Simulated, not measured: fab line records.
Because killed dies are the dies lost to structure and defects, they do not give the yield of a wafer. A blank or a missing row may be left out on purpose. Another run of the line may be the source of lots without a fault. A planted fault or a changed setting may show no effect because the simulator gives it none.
Struck lot and sound lot, side by side / flow sky130 / 19 out of 708 route steps
Sound: these wafers, L816.4, L816.5, L816.6. Struck: wafers L830.2, L830.3, L830.4. The cause comes at the end.
For every step that has rows: the tool of each side, followed by ch and its chambers, followed by its first start. Under that, the readings that differ: sound wafers / struck wafers / difference of the means / sigmas: that difference in standard deviations of wafers without a fault.
alike: readings whose means differ by less than 2 such deviations, and words and numbers that are the same on both sides. not compared: withheld readings, readings that some wafer has no value for, bounds like >300 that may hide the same value, and numbers for which the record gives no deviation and whose values overlap.
The two part at a step that has a row with sigmas, a row that says differs or no value, or rows on one side only. Non-overlapping numbers with no deviation appear without sigmas and do not part them. A reading that every wafer of one side lacks parts them only if that side has two wafers or more.

first, 1 step without rows for these wafers: SKY_FIELD_ISO_ANNEAL_26 (time 1800 s).
SKY_FIELD_ISO_CMP_27: polishes, stops on Si3N4, t overpolish 16 s, target thk 457.8 nm.
  sound on cmp-02 ch 1,2,3, day 2 13:45; struck on cmp-02 ch 0,1,2, day 5 09:44
  alike: edge-zone-pressure-frac, motor-current-A, overpolish-run-s, time-to-endpoint-s
then, 5 steps without rows for these wafers: SKY_FIELD_ISO_WET_ETCH_28 (etches SiO2 in dHF, target depth 23.7 nm, time 47 s); SKY_FIELD_ISO_WET_ETCH_29 (etches Si3N4 in H3PO4, target depth 160 nm, time 1825 s); SKY_FIELD_ISO_WET_ETCH_30 (etches SiO2 in dHF, target depth 25 nm, time 50 s); SKY_NWELL_CLEAN_00 (cleans in SC1/SC2, time 150 s); SKY_NWELL_OXIDATION_01 (stabilise 600 s, purge 300 s, target thk 10 nm).
SKY_NWELL_THK_MEAS_02:
  sound on film-metro-02 at day 2 17:50; struck on film-metro-01 at day 5 14:01
  alike: NWELL_OXIDATION_THK
then, 4 steps without rows for these wafers: SKY_DNWELL_DEHYDRATE_00 (time 60 s); SKY_DNWELL_HMDS_01 (prime time 60 s); SKY_DNWELL_COAT_02 (resist thk 3057 nm); SKY_DNWELL_SOFTBAKE_03.
SKY_DNWELL_EXPOSE_04: exposes mask DNM, target cd 3000 nm.
  sound on iline-stepper-01 ch 0, day 3 01:39; struck on iline-stepper-01, day 5 23:18
  no value came back on the struck wafers for exposure-dose-mJ-cm2, focus-offset-nm (nm), na; on the sound wafers exposure-dose-mJ-cm2 reads 221.66 221.64 221.92
  alike: mask
then, 3 steps without rows for these wafers: SKY_DNWELL_PEB_05; SKY_DNWELL_DEVELOP_06 (develop time 60 s); SKY_DNWELL_IMPLANT_07.
SKY_DNWELL_STRIP_08: strips in O2/N2.
  sound on plasma-asher-02 ch 0,1, day 3 09:29; struck on plasma-asher-04 ch 0,1, day 6 07:49
  alike: chamber-pressure-mTorr, drypump-motor-current-A, oes-product-au, strip-time-to-endpoint-s
  not compared: rf-hours-counter-h
SKY_DNWELL_TW_MEAS_09:
  sound on film-metro-02 at day 3 09:35; struck on film-metro-02 at day 6 07:55
reading=DNWELL_TW; sound=1125 1125 1124; struck=30 30 30; difference=-1095; sigmas=-99 or more
then, 1 step without rows for these wafers: SKY_PWDE_DEHYDRATE_00 (time 60 s).

== WHERE THEY PART ==
Last at SKY_DNWELL_TW_MEAS_09 as far as this record goes, first at SKY_DNWELL_EXPOSE_04.

WHY: whatever the simulator had introduced
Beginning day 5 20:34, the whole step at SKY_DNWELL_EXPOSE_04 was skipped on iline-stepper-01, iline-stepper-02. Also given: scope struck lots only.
